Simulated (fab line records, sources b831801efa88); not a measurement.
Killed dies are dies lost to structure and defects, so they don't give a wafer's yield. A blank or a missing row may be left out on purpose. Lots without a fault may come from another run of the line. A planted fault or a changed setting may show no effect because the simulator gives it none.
Which tool did it? | flow sky130 | 6 lots, 18 wafers sampled, at 2 steps of a route of 708

WHAT THE GAUGES READ, wafer by wafer
SKY_CONTACT_THK_MEAS_03.
lot  | measured     | on            | CONTACT_HDPCVD_THK (nm)
L805 | day 30 11:38 | film_metro-04 | 567 566 564
L808 | day 31 09:33 | film_metro-03 | 567 551 548
L810 | day 32 01:37 | film_metro-03 | 565 569 579
L820 | day 35 08:41 | film_metro-01 | 557 571 564
L824 | day 38 01:58 | film_metro-03 | 559 554 562
L826 | day 38 09:26 | film_metro-04 | 570 566 567

WHICH TOOL RAN EACH LOT (tool, then ch and the chambers of the sampled wafers, then the start)
lot  | SKY_CONTACT_CVD_00
L805 | pecvd-04 ch 0,1,2, day 30 11:27
L808 | pecvd-03 ch 0,1, day 31 09:23
L810 | pecvd-04 ch 1,2, day 32 01:27
L820 | pecvd-03 ch 0, day 35 08:30
L824 | pecvd-04 ch 0,2, day 38 01:47
L826 | pecvd-04 ch 0,1,2, day 38 09:15
- SKY_CONTACT_CVD_00: deposits Si3N4, target thk 75 nm.

THE ANSWER, worked out from the rows above alone
Rule: what is usual is taken from the lots themselves. Put in order of their means at a reading, lots are off if they are a third of the lots or fewer, leave a main group of 4 or more, and stand apart from it by a gap of 3 or more times the standard deviation of the main group's means; of several such gaps the widest counts. A main group whose means are all the same, to the digits that the tables above print for the reading, isn't used. A lot without any number at a reading at which 4 lots or more have one is off too. The other lots that the step has rows for count as sound.
No lot is off at any reading shown: from this, nothing can be told.

WHAT THE SIMULATOR HAD PUT IN
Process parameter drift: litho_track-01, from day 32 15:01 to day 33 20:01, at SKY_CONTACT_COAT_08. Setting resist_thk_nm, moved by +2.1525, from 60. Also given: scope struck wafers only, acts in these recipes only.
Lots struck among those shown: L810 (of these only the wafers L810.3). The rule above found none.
